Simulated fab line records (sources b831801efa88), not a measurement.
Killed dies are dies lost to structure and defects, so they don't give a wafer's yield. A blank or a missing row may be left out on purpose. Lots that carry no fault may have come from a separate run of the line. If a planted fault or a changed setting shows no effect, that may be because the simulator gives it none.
Struck lot and sound lot, side by side | flow sky130 | 31 steps out of a route of 708
Sound: wafers L403.2, L403.3, L403.5. Struck: wafer L408.1. (L408.6 of the same lot was not struck and is left out.) The cause comes at the end.
At each step with rows: each side's tool, then ch and its chambers, then its first start. Under that, the readings that differ: sound wafers | struck wafers | difference of the means | sigmas: that difference in standard deviations of wafers without a fault.
alike: a reading whose means differ by less than 2 such deviations, as well as words and numbers matching on both sides. not compared: withheld readings; readings where some wafer has no value; bounds like >300 that might hide an equal value; numbers whose values overlap and for which the record gives no deviation.
A row with sigmas, a row that says differs or no value, or rows on one side alone: a step with any of these is where the two part. Non-overlapping numbers with no deviation appear without sigmas and do not part them. A reading that every wafer of one side lacks parts them only if that side has two wafers or more.

SKY_PWDE_OVL_MEAS_07:
  sound on overlay-02, day 4 23:43; struck on overlay-01, day 6 03:56
  alike: PWDE_OVL
following that, these wafers have no rows for 1 step: SKY_PWDE_IMPLANT_08.
SKY_PWDE_STRIP_09: strips in O2/N2.
  sound on plasmaAsher-02 ch 0,1, day 4 23:54; struck on plasmaAsher-04 ch 0, day 6 04:07
  alike: drypumpMotorCurrentA, oesProductAu, stripTimeToEndpointS
  not compared: rfHoursCounterH
SKY_PWDE_TW_MEAS_10:
  sound on filmMetro-01, day 5 00:01; struck on filmMetro-01, day 6 04:13
  alike: PWDE_TW
then, 7 steps without rows for these wafers: SKY_NWELL_DEHYDRATE_03 (time 60 s); SKY_NWELL_HMDS_04 (prime time 60 s); SKY_NWELL_COAT_05 (resist thk 3000 nm); SKY_NWELL_SOFTBAKE_06; SKY_NWELL_EXPOSE_07 (exposes mask NWM, target cd 840 nm); SKY_NWELL_PEB_08; SKY_NWELL_DEVELOP_09 (develop time 60 s).
SKY_NWELL_OVL_MEAS_10:
  sound on overlay-02, day 5 17:37; struck on overlay-01, day 6 23:31
reading           | sound          | struck | difference | sigmas
NWELL_00_OVL (nm) | -2.2 -2.4 -1.9 | 4.3    | +6.5       | +4
SKY_NWELL_IMPLANT_11:
  sound on implanter-01 ch 0, day 5 17:40; struck on implanter-04 ch 0, day 6 23:33
reading          | sound                            | struck     | difference  | sigmas
beamOnS (s)      | 10.21 10.13 9.77                 | 8.56       | -1.48       | -8
doseIonsCm2      | 1.9005e+13 1.9012e+13 1.9009e+13 | 1.8948e+13 | -6.0667e+10 | -3
faradayCurrentUA | 105.2 106.1 109.6                | 124.9      | +17.9       | +9
  alike: endStationPressureTorr
then, 2 steps without rows for these wafers: SKY_NWELL_IMPLANT_12; SKY_NWELL_IMPLANT_13.
SKY_NWELL_STRIP_14: strips in O2/N2.
  sound on plasmaAsher-01 ch 0,1, day 5 18:05; struck on plasmaAsher-04 ch 0, day 7 00:00
  alike: drypumpMotorCurrentA, oesProductAu, stripTimeToEndpointS
  not compared: rfHoursCounterH
SKY_NWELL_TW_MEAS_15:
  sound on filmMetro-01, day 5 18:12; struck on filmMetro-01, day 7 00:20
reading  | sound          | struck | difference | sigmas
NWELL_TW | 1825 1821 1816 | 1750   | -71        | -5
  not compared: hold
then, 6 steps without rows for these wafers: SKY_NWELL_HMDS_17 (prime time 60 s); SKY_NWELL_COAT_18 (resist thk 3000 nm); SKY_NWELL_SOFTBAKE_19; SKY_NWELL_EXPOSE_20 (exposes mask NWM COMPLEMENT, target cd 840 nm); SKY_NWELL_PEB_21; SKY_NWELL_DEVELOP_22 (develop time 60 s).
SKY_NWELL_OVL_MEAS_23:
  sound on overlay-02, day 6 12:47; struck on overlay-01, day 7 18:55
reading           | sound          | struck | difference | sigmas
NWELL_01_OVL (nm) | -1.5 -1.5 -1.1 | 1.2    | +2.6       | +2
following that, these wafers have no rows for 1 step: SKY_NWELL_IMPLANT_24.
SKY_NWELL_STRIP_25: strips in O2/N2.
  sound on plasmaAsher-04 ch 0,1, day 6 12:58; struck on plasmaAsher-01 ch 0, day 7 19:07
  alike: drypumpMotorCurrentA, oesProductAu, stripTimeToEndpointS
  not compared: rfHoursCounterH
SKY_NWELL_TW_MEAS_26:
  sound on filmMetro-01, day 6 13:04; struck on filmMetro-04, day 7 19:13
  alike: NWELL_2_TW
then, 1 step without rows for these wafers: SKY_NWELL_CLEAN_27 (cleans in SC1/SC2, time 150 s).
SKY_NWELL_RTA_28: time 30 s.
  sound on rtpAnneal-01 ch 0, day 6 13:11; struck on rtpAnneal-02 ch 0, day 7 19:19
reading          | sound             | struck | difference | sigmas
lampPowerPct (%) | 25.32 25.24 25.25 | 25.37  | +0.10      | +2
  alike: rampUpCPerS, wafer_temp_C_max
SKY_NWELL_RS_MEAS_29: uses a four-point probe to measure.
  sound on filmMetro-04, day 6 13:17; struck on filmMetro-02, day 7 19:47
reading           | sound             | struck | difference | sigmas
NWELL_RS (ohm/sq) | 625.3 625.2 626.6 | 688.3  | +62.6      | +42
  not compared: hold
-- the record jumps here: 40 days lie between the struck wafers' starts before and after (it left off in module NWELL and takes up again in module PAD_OPEN, whose first step shown is number 708 of the route) --
SKY_PAD_OPEN_PROBE_99:
  sound on prober-01, day 46 20:01; struck on prober-02, day 48 00:39
reading                               | sound                         | struck    | difference | sigmas
killed_at_M4_up                       | 5 9 6                         | 2         | -5         | -3
killedDies                            | 91 106 94                     | 75        | -22        | -2
killedOpen                            | 55 63 59                      | 40        | -19        | -2
model.etest.nfet_16v.rOnOhmUm         | 1.422e+04 1.422e+04 1.413e+04 | 1.499e+04 | +8.000e+02 | 
model.etest.resNwell.lineOhmUm        | 1088 1081 1104                | 1378      | +287       | 
model.etest.resNwell.rsOhmSq          | 914.8 904.2 914.7             | 1146      | +235       | 
model.etest.resNwell.widthNm (nm)     | 842.8 841.8 843.8             | 832.2     | -10.6      | 
model.etest.fieldP.vtV (V)            | -39.96 -39.32 -39.98          | -40.29    | -0.54      | 
model.etest.pfetG5v0d10v5.offLog10AUm | -12.6 -12.53 -12.71           | -12.04    | +0.57      | 
model.etest.pfet_01v8_lvt.offLog10AUm | -8.947 -8.999 -9.089          | -8.609    | +0.403     | 
  alike: killed_at_M0_to_M3, killedAtContacts, killedAtFrontEnd, killedAtOther, killedShort
  not compared: model.etest.tip_p_5v.rsOhmSq

== WHERE THEY PART ==
Earliest at SKY_NWELL_OVL_MEAS_10; latest, in this record, at SKY_PAD_OPEN_PROBE_99.

WHY: what the simulator had put in
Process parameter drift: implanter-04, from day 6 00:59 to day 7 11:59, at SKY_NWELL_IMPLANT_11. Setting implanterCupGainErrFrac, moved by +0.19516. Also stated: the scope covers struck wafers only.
